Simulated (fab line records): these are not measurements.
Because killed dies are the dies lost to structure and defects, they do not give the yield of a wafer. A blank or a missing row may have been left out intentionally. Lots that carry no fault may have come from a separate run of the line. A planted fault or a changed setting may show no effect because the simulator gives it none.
Which tool is to blame? ; flow sky130 ; 12 lots (36 wafers sampled), 1 step of a 708-step route

## WHAT EACH GAUGE READ, for each wafer
SKY_METAL1_THK_MEAS_06: measures by xrf.
lot;measured;on;METAL1_ALCU_THK (nm)
L075;day 31 21:43;film_metro-01;245.0 244.2 244.8
L078;day 32 14:25;film_metro-01;247.8 247.3 247.1
L079;day 33 02:55;film_metro-03;251.4 248.1 246.8
L081;day 33 22:42;film_metro-01;247.3 246.2 247.0
L082;day 34 13:39;film_metro-01;249.3 248.6 246.4
L084;day 35 04:32;film_metro-01;247.8 242.9 247.2
L087;day 35 19:32;film_metro-02;246.8 252.3 248.3
L089;day 36 15:26;film_metro-02;248.4 248.7 248.4
L091;day 36 22:45;film_metro-01;242.6 245.5 245.5
L093;day 37 20:32;film_metro-02;251.2 247.9 249.7
L095;day 38 05:02;film_metro-02;251.0 249.7 253.9
L097;day 38 13:55;film_metro-02;248.4 249.6 249.2

## EACH LOT AND THE TOOL THAT RAN IT (in order: tool; ch and the chambers of the sampled wafers; start)
The record shows no process step preceding these readings.

## THE ANSWER, worked out from the rows above alone
Rule: the usual values come from the lots themselves. Put in order of their means at a reading, lots are off if they are a third of the lots or fewer, leave a main group of 4 or more, and stand apart from it by a gap of 3 or more times the standard deviation of the main group's means; of several such gaps the widest counts. The tables above print the reading to a certain number of digits; a main group whose means all agree to those digits is not used. A lot without any number at a reading at which 4 lots or more have one is off too. All remaining lots with rows at the step are treated as sound.
None of the lots is off at any reading shown; this tells nothing.

## WHAT THE SIMULATOR HAD PUT IN
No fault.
